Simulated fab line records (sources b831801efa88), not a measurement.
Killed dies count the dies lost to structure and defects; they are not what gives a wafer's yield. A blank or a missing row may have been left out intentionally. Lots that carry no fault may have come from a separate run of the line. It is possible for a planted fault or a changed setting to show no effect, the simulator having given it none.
Which tool is to blame? | flow sky130 | 36 wafers sampled from 12 lots at 1 step of a route of 708

== WHAT THE GAUGES READ, wafer by wafer ==
SKY_FIELD_ISO_THK_MEAS_23.
lot  | measured    | on            | FIELD_ISO_OXIDATION_01_THK (nm)
L075 | day 2 12:26 | film metro-01 | 9.86 9.71 9.73
L077 | day 2 21:56 | film metro-01 | 9.81 9.81 9.77
L079 | day 4 03:49 | film metro-01 | 10.49 10.18 10.35
L081 | day 4 04:59 | film metro-03 | 10.29 10.32 10.11
L083 | day 4 09:50 | film metro-03 | 10.28 10.36 10.16
L085 | day 4 20:38 | film metro-01 | 10.18 10.07 10.33
L087 | day 5 03:10 | film metro-03 | 9.96 9.94 10.02
L089 | day 5 16:52 | film metro-03 | 9.77 9.97 9.92
L091 | day 6 03:58 | film metro-01 | 9.91 10.17 10.28
L093 | day 6 15:22 | film metro-01 | 9.86 9.79 10.03
L096 | day 7 06:33 | film metro-04 | 9.85 9.76 9.92
L097 | day 7 11:40 | film metro-04 | 10.27 10.18 10.28

== WHICH TOOL RAN EACH LOT (tool, then ch and the chambers of the sampled wafers, then the start) ==
The record holds no process step before these readings.

== THE ANSWER, worked out from the rows above alone ==
Rule: what is usual is taken from the lots themselves. Put in order of their means at a reading, lots are off if they are a third of the lots or fewer, leave a main group of 4 or more, and stand apart from it by a gap of 3 or more times the standard deviation of the main group's means; of several such gaps the widest counts. The tables above print the reading to a certain number of digits; a main group whose means all agree to those digits is not used. A lot without any number at a reading at which 4 lots or more have one is off too. The other lots that the step has rows for count as sound.
Nothing can be told from this: no lot is off at any reading shown.

== WHAT HAD BEEN PUT IN BY THE SIMULATOR ==
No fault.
